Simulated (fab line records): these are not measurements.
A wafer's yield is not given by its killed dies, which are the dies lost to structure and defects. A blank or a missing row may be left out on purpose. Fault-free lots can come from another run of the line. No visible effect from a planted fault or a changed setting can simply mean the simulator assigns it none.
Which tool is to blame? :: flow gf180mcu :: 11 lots with 33 wafers sampled at 3 steps, on a route of 602 steps

## WHAT THE GAUGES READ, wafer by wafer
GF_VT_IMPLANT_TW_MEAS_10.
lot: L570
measured: day 5 22:25
on: film-metro-03
VT_IMPLANT_TW: 559 560 560

lot: L571
measured: day 6 03:12
on: film-metro-03
VT_IMPLANT_TW: 560 564 563

lot: L572
measured: day 6 08:55
on: film-metro-04
VT_IMPLANT_TW: 560 561 559

lot: L574
measured: day 6 19:22
on: film-metro-04
VT_IMPLANT_TW: 562 562 562

lot: L579
measured: day 8 10:55
on: film-metro-04
VT_IMPLANT_TW: 30 30 30 30 30 30

lot: L580
measured: day 8 11:13
on: film-metro-03
VT_IMPLANT_TW: 30 30 30 30 30 30

lot: L587
measured: day 10 08:37
on: film-metro-03
VT_IMPLANT_TW: 563 559 561

lot: L588
measured: day 10 11:46
on: film-metro-04
VT_IMPLANT_TW: 555 557 557

lot: L590
measured: day 11 00:07
on: film-metro-02
VT_IMPLANT_TW: 569 566 567

lot: L591
measured: day 11 06:47
on: film-metro-04
VT_IMPLANT_TW: 555 557 557

lot: L592
measured: day 11 12:42
on: film-metro-03
VT_IMPLANT_TW: 564 565 563

## EACH LOT AND THE TOOL THAT RAN IT (in order: tool; ch and the chambers of the sampled wafers; start)
lot: L570
GF_MVPSD_STRIP_10: plasma-asher-02 ch 0,1, day 5 08:13
GF_VT_IMPLANT_STRIP_09: plasma-asher-04 ch 0,1, day 5 22:19

lot: L571
GF_MVPSD_STRIP_10: plasma-asher-02 ch 0,1, day 5 12:41
GF_VT_IMPLANT_STRIP_09: plasma-asher-03 ch 0,1, day 6 03:05

lot: L572
GF_MVPSD_STRIP_10: plasma-asher-04 ch 0,1, day 5 17:50
GF_VT_IMPLANT_STRIP_09: plasma-asher-04 ch 0,1, day 6 08:50

lot: L574
GF_MVPSD_STRIP_10: plasma-asher-04 ch 0,1, day 6 04:29
GF_VT_IMPLANT_STRIP_09: plasma-asher-03 ch 0,1, day 6 19:16

lot: L579
GF_MVPSD_STRIP_10: plasma-asher-01 ch 0, day 7 18:01
GF_VT_IMPLANT_STRIP_09: plasma-asher-03 ch 0,1, day 8 10:49

lot: L580
GF_MVPSD_STRIP_10: plasma-asher-02 ch 0,1, day 7 18:32
GF_VT_IMPLANT_STRIP_09: plasma-asher-04 ch 0,1, day 8 11:07

lot: L587
GF_MVPSD_STRIP_10: plasma-asher-02 ch 0,1, day 9 14:32
GF_VT_IMPLANT_STRIP_09: plasma-asher-04 ch 0,1, day 10 08:31

lot: L588
GF_MVPSD_STRIP_10: plasma-asher-02 ch 0,1, day 9 18:20
GF_VT_IMPLANT_STRIP_09: plasma-asher-04 ch 0,1, day 10 11:40

lot: L590
GF_MVPSD_STRIP_10: plasma-asher-01 ch 0,1, day 10 06:14
GF_VT_IMPLANT_STRIP_09: plasma-asher-01 ch 0,1, day 11 00:01

lot: L591
GF_MVPSD_STRIP_10: plasma-asher-01 ch 0,1, day 10 11:40
GF_VT_IMPLANT_STRIP_09: plasma-asher-03 ch 0,1, day 11 06:41

lot: L592
GF_MVPSD_STRIP_10: plasma-asher-02 ch 0,1, day 10 18:16
GF_VT_IMPLANT_STRIP_09: plasma-asher-01 ch 0,1, day 11 12:35
- GF_MVPSD_STRIP_10: strips in O2/N2.
- GF_VT_IMPLANT_STRIP_09: strips in O2/N2.

## THE ANSWER, worked out from the rows above alone
Rule: the lots themselves supply what counts as usual. The widest of any qualifying gaps counts: lots, ordered by their means at a reading, are off when they make up no more than a third of the lots, leave a main group of 4 or more, and stand apart from it by 3 or more times the standard deviation of that group's means. A main group is skipped when, at the precision printed for the reading in the tables above, its means are all equal. A lot without any number at a reading at which 4 lots or more have one is off too. All remaining lots with rows at the step are treated as sound.
Off: L579, L580, at GF_VT_IMPLANT_TW_MEAS_10 (VT_IMPLANT_TW). The main group: mean 561, standard deviation 3.3.
A tool fits if, at a process step before that reading, it ran every lot that is off, and no sound lot after the first of them. Those tools and the gauges at GF_VT_IMPLANT_TW_MEAS_10 are tried in the same way. Not one of the candidates tried fits.

## WHAT THE SIMULATOR HAD PUT IN
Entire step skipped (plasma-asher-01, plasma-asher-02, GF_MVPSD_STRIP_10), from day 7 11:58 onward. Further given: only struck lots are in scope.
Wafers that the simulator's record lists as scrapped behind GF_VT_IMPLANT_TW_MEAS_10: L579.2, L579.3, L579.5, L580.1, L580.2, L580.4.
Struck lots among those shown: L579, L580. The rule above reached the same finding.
